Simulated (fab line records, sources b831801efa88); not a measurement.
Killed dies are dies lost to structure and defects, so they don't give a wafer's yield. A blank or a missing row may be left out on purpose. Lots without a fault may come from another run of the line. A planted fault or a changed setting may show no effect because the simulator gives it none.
Which tool did it? | flow sfq_line | 14 lots, 42 wafers sampled, at 6 steps of a route of 325

WHAT THE GAUGES READ, wafer by wafer
The record holds no reading of a measuring or inspecting step that can be judged against a usual standard deviation.

WHICH TOOL RAN EACH LOT (tool, then ch and the chambers of the sampled wafers, then the start)
lot  | SFQ_TRILAYER_M6_STRIP_STRIP_163   | SFQ_TRILAYER_M7_STRIP_STRIP_181   | SFQ_TRILAYER_I7_DEP_PECVD_183   | SFQ_TRILAYER_I7_CMP_CMP_184   | SFQ_TRILAYER_I7_METRO_MEASURE_185 | SFQ_TRILAYER_I7_VIA_ETCH_VIA_ETCH_190
L831 | rie_metal-01 ch 0,1, day 63 09:35 | rie_metal-04 ch 0,1, day 69 02:46 | pecvd-01 ch 0,1,2, day 69 03:32 | cmp-02 ch 0,3, day 69 09:24   | film_metro-01, day 69 12:13       | rie_diel-04 ch 0,1,3, day 70 14:37
L832 | rie_metal-01 ch 0,1, day 63 16:47 | rie_metal-03 ch 0,1, day 69 13:34 | pecvd-01 ch 1,2, day 69 14:20   | cmp-02 ch 1,2,3, day 70 03:54 | film_metro-02, day 70 06:13       | rie_diel-03 ch 0,3, day 71 03:49
L833 | rie_metal-04 ch 0,1, day 63 19:11 | rie_metal-04 ch 0,1, day 69 17:11 | pecvd-04 ch 0,1, day 69 17:58   | cmp-02 ch 0,2, day 70 08:54   | film_metro-02, day 70 12:01       | rie_diel-02 ch 1,2,3, day 71 08:25
L835 | rie_metal-02 ch 0, day 64 02:35   | rie_metal-03 ch 1, day 70 05:10   | pecvd-03 ch 1,2, day 70 05:56   | cmp-02 ch 0,1,2, day 70 20:39 | film_metro-03, day 70 22:46       | rie_diel-04 ch 1,3, day 71 19:13
L836 | rie_metal-01 ch 0,1, day 64 13:56 | rie_metal-02 ch 0,1, day 70 20:46 | pecvd-03 ch 1,2, day 70 21:34   | cmp-01 ch 0,2,3, day 71 03:57 | film_metro-02, day 71 06:34       | rie_diel-03 ch 0,2, day 72 00:01
L837 | rie_metal-01 ch 0,1, day 72 10:29 | rie_metal-03 ch 0,1, day 72 23:04 | pecvd-01 ch 0,2, day 72 23:50   | cmp-02 ch 1,2, day 72 23:55   | film_metro-03, day 73 03:02       | rie_diel-03 ch 1,2,3, day 73 06:34
L838 | rie_metal-02 ch 0,1, day 72 12:53 | rie_metal-03 ch 0,1, day 73 01:28 | pecvd-03 ch 0,1,2, day 73 02:14 | cmp-01 ch 0,3, day 73 03:33   | film_metro-02, day 73 06:40       | rie_diel-02 ch 0,1,2, day 73 10:13
L839 | rie_metal-04 ch 0,1, day 72 15:17 | rie_metal-02 ch 0,1, day 73 03:46 | pecvd-04 ch 0,1, day 73 04:33   | cmp-01 ch 0,2, day 73 07:03   | film_metro-02, day 73 09:40       | rie_diel-02 ch 0,1,2, day 73 16:13
L848 | rie_metal-02 ch 0,1, day 75 00:46 | rie_metal-02 ch 0,1, day 78 15:12 | pecvd-04 ch 0,1,2, day 78 15:59 | cmp-01 ch 1,3, day 78 16:34   | film_metro-01, day 78 19:23       | rie_diel-04 ch 0,2,3, day 78 22:50
L849 | rie_metal-02 ch 0,1, day 75 09:28 | rie_metal-04 ch 0,1, day 79 16:37 | pecvd-01 ch 0,1,2, day 79 17:14 | cmp-01 ch 1,2, day 79 17:46   | film_metro-03, day 79 20:59       | rie_diel-02 ch 1,2, day 80 01:08
L850 | rie_metal-01 ch 0,1, day 75 11:40 | rie_metal-03 ch 0, day 79 19:17   | pecvd-03 ch 0,1,2, day 79 20:05 | cmp-02 ch 1,2,3, day 79 21:10 | film_metro-01, day 79 23:17       | rie_diel-03 ch 1,2, day 80 04:44
L851 | rie_metal-01 ch 1, day 75 16:28   | rie_metal-02 ch 0,1, day 79 22:17 | pecvd-04 ch 1,2, day 79 23:04   | cmp-01 ch 0,1,2, day 80 00:08 | film_metro-03, day 80 02:28       | rie_diel-03 ch 0,1,2, day 80 10:44
L853 | rie_metal-02 ch 0,1, day 75 20:49 | rie_metal-02 ch 0,1, day 80 03:41 | pecvd-03 ch 0,1,2, day 80 04:28 | cmp-02 ch 0,1,3, day 80 05:02 | film_metro-03, day 80 07:40       | rie_diel-04 ch 0,1,2, day 80 16:44
L854 | rie_metal-04 ch 0,1, day 75 22:13 | rie_metal-04 ch 0,1, day 80 06:17 | pecvd-04 ch 0,1,2, day 80 06:54 | cmp-01 ch 1,2,3, day 80 08:17 | film_metro-02, day 80 11:00       | rie_diel-02 ch 1,2,3, day 80 19:08
- SFQ_TRILAYER_M6_STRIP_STRIP_163: strips in O2.
- SFQ_TRILAYER_M7_STRIP_STRIP_181: strips in O2.
- SFQ_TRILAYER_I7_DEP_PECVD_183: deposits SiO2 from SiH4/N2O, time 111.11 s, target thk 500 nm.
- SFQ_TRILAYER_I7_CMP_CMP_184: polishes SiO2.
- SFQ_TRILAYER_I7_METRO_MEASURE_185
- SFQ_TRILAYER_I7_VIA_ETCH_VIA_ETCH_190: etches SiO2 in CHF3, stops on Nb, target depth 260 nm.

WHAT THE TOOLS THEMSELVES READ (means of the sampled wafers that have a number; where no wafer has one, the mark that the record gives instead)
SFQ_TRILAYER_M6_STRIP_STRIP_163. Usual: drypump_motor_current_A 5.8 A, standard deviation 0.48; oes_product_au 0.995 a.u., standard deviation 0.0089.
lot  | tool         | drypump_motor_current_A (A) | oes_product_au (a.u.) | flag
L831 | rie_metal-01 | 5.4                         | 0.995                 |
L832 | rie_metal-01 | 5.6                         | 0.989                 |
L833 | rie_metal-04 | 5.6                         | 1.011                 |
L835 | rie_metal-02 | 6.6                         | 0.995                 |
L836 | rie_metal-01 | 5.5                         | 0.998                 |
L837 | rie_metal-01 | 5.5                         | 0.996                 |
L838 | rie_metal-02 | 6.4                         | 0.991                 |
L839 | rie_metal-04 | 5.9                         | 1.002                 |
L848 | rie_metal-02 | 6.1                         | 0.990                 |
L849 | rie_metal-02 | 6.4                         | 0.985                 |
L850 | rie_metal-01 | 5.6                         | 0.996                 |
L851 | rie_metal-01 | 5.7                         | 1.002                 |
L853 | rie_metal-02 | 6.4                         | 0.988                 |
L854 | rie_metal-04 | 5.6                         | 0.997                 |

SFQ_TRILAYER_M7_STRIP_STRIP_181. Usual: drypump_motor_current_A 5.9 A, standard deviation 0.53; oes_product_au 0.998 a.u., standard deviation 0.0097.
lot  | tool         | drypump_motor_current_A (A) | oes_product_au (a.u.) | flag
L831 | rie_metal-04 | 5.6                         | 1.007                 |
L832 | rie_metal-03 | 5.7                         | 1.005                 |
L833 | rie_metal-04 | 5.6                         | 1.005                 |
L835 | rie_metal-03 | 5.0                         | 1.000                 |
L836 | rie_metal-02 | 6.4                         | 0.992                 |
L837 | rie_metal-03 | 5.6                         | 0.999                 |
L838 | rie_metal-03 | 5.3                         | 1.012                 |
L839 | rie_metal-02 | 6.4                         | 0.990                 |
L848 | rie_metal-02 | 6.4                         | 0.985                 |
L849 | rie_metal-04 | 5.9                         | 1.000                 |
L850 | rie_metal-03 | 5.9                         | 0.998                 |
L851 | rie_metal-02 | 6.4                         | 0.996                 |
L853 | rie_metal-02 | 6.2                         | 0.989                 |
L854 | rie_metal-04 | 5.9                         | 1.005                 |

SFQ_TRILAYER_I7_DEP_PECVD_183. Usual: heater_power_w 81 W, standard deviation 14; rf_fwd_power_W 182.1 W, standard deviation 0.69; throttle_valve_pct 24.8 %, standard deviation 1.5.
lot  | tool     | heater_power_w (W) | rf_fwd_power_W (W) | throttle_valve_pct (%) | flag
L831 | pecvd-01 | 78                 | 182.2              | 25.6                   |
L832 | pecvd-01 | 74                 | 182.2              | 25.1                   |
L833 | pecvd-04 | 83                 | 182.1              | 22.9                   |
L835 | pecvd-03 | 77                 | 181.4              | 25.5                   |
L836 | pecvd-03 | 78                 | 182.6              | 24.3                   |
L837 | pecvd-01 | 92                 | 182.9              | 26.1                   |
L838 | pecvd-03 | 86                 | 182.1              | 25.2                   |
L839 | pecvd-04 | 81                 | 182.2              | 23.1                   |
L848 | pecvd-04 | 80                 | 182.1              | 23.8                   |
L849 | pecvd-01 | 85                 | 182.2              | 25.7                   |
L850 | pecvd-03 | 83                 | 181.8              | 25.7                   |
L851 | pecvd-04 | 78                 | 182.5              | 23.4                   |
L853 | pecvd-03 | 77                 | 182.0              | 25.4                   |
L854 | pecvd-04 | 81                 | 181.8              | 24.2                   |

SFQ_TRILAYER_I7_CMP_CMP_184. Usual: edge_zone_pressure_frac 1.000, standard deviation 0.0052; motor_current_A 10.6 A, standard deviation 0.57; retaining_ring_pressure_frac 1.000, standard deviation 0.0049; time_to_endpoint_s 213 s, standard deviation 5.9.
lot  | tool   | edge_zone_pressure_frac | motor_current_A (A) | retaining_ring_pressure_frac | time_to_endpoint_s (s) | flag
L831 | cmp-02 | 1.001                   | 10.3                | 1.003                        | 210                    |
L832 | cmp-02 | 0.997                   | 10.7                | 1.001                        | 211                    |
L833 | cmp-02 | 1.002                   | 10.4                | 1.003                        | 223                    |
L835 | cmp-02 | 1.002                   | 10.7                | 0.999                        | 215                    |
L836 | cmp-01 | 1.000                   | 10.8                | 0.995                        | 214                    |
L837 | cmp-02 | 1.000                   | 10.7                | 0.993                        | 210                    |
L838 | cmp-01 | 0.995                   | 10.9                | 1.001                        | 209                    |
L839 | cmp-01 | 1.005                   | 10.5                | 0.995                        | 205                    |
L848 | cmp-01 | 0.995                   | 10.7                | 1.001                        | 211                    |
L849 | cmp-01 | 1.004                   | 10.7                | 0.997                        | 212                    |
L850 | cmp-02 | 1.001                   | 10.7                | 1.000                        | 214                    |
L851 | cmp-01 | 1.001                   | 10.6                | 1.005                        | 224                    |
L853 | cmp-02 | 0.999                   | 10.5                | 0.999                        | 218                    |
L854 | cmp-01 | 1.002                   | 10.8                | 0.998                        | 213                    |

SFQ_TRILAYER_I7_METRO_MEASURE_185. Usual: thk_nm 199.9 nm, standard deviation 0.87.
lot  | tool          | thk_nm (nm) | flag
L831 | film_metro-01 | 199.7       |
L832 | film_metro-02 | 199.9       |
L833 | film_metro-02 | 200.1       |
L835 | film_metro-03 | 199.8       |
L836 | film_metro-02 | 200.4       |
L837 | film_metro-03 | 200.8       |
L838 | film_metro-02 | 207.0       | OFF
L839 | film_metro-02 | 214.1       | OFF
L848 | film_metro-01 | 200.1       |
L849 | film_metro-03 | 199.9       |
L850 | film_metro-01 | 199.2       |
L851 | film_metro-03 | 199.1       |
L853 | film_metro-03 | 200.3       |
L854 | film_metro-02 | 200.1       |

SFQ_TRILAYER_I7_VIA_ETCH_VIA_ETCH_190. Usual: drypump_motor_current_A 5.6 A, standard deviation 0.45; oes_product_au 0.854 a.u., standard deviation 0.0049; rf_fwd_power_W 497.9 W, standard deviation 1.5.
lot  | tool        | drypump_motor_current_A (A) | oes_product_au (a.u.) | rf_fwd_power_W (W) | flag
L831 | rie_diel-04 | 5.5                         | 0.854                 | 497.2              |
L832 | rie_diel-03 | 6.1                         | 0.857                 | 496.9              |
L833 | rie_diel-02 | 5.3                         | 0.855                 | 497.4              |
L835 | rie_diel-04 | 5.1                         | 0.858                 | 497.8              |
L836 | rie_diel-03 | 5.7                         | 0.858                 | 497.4              |
L837 | rie_diel-03 | 5.6                         | 0.853                 | 497.6              |
L838 | rie_diel-02 | 5.7                         | 0.870                 | 498.3              | OFF
L839 | rie_diel-02 | 5.7                         | 0.887                 | 499.3              | OFF
L848 | rie_diel-04 | 5.7                         | 0.852                 | 498.7              |
L849 | rie_diel-02 | 5.2                         | 0.856                 | 498.8              |
L850 | rie_diel-03 | 5.5                         | 0.851                 | 496.0              |
L851 | rie_diel-03 | 5.8                         | 0.854                 | 497.5              |
L853 | rie_diel-04 | 5.5                         | 0.855                 | 496.8              |
L854 | rie_diel-02 | 5.3                         | 0.854                 | 496.5              |

THE ANSWER, worked out from the rows above alone
Rule: a lot is off if the mean of its wafers that have a number lies more than 3 standard deviations from the usual mean. A lot without any number at a reading at which 4 lots or more have one is off too. The other lots that the step has rows for count as sound. The gauges are gone through in route order, then the tools' own readings, and for those a lot's mean is taken as printed above. The first step at which some lot is off is used, and at that step the reading that is off furthest; a lot without a number counts as furthest.
Off: L838, L839, at SFQ_TRILAYER_I7_METRO_MEASURE_185 (thk_nm).
A tool fits if, at that step or a process step before it, it ran every lot that is off, and no sound lot after the first of them. None of those tried fits.

WHAT THE SIMULATOR HAD PUT IN
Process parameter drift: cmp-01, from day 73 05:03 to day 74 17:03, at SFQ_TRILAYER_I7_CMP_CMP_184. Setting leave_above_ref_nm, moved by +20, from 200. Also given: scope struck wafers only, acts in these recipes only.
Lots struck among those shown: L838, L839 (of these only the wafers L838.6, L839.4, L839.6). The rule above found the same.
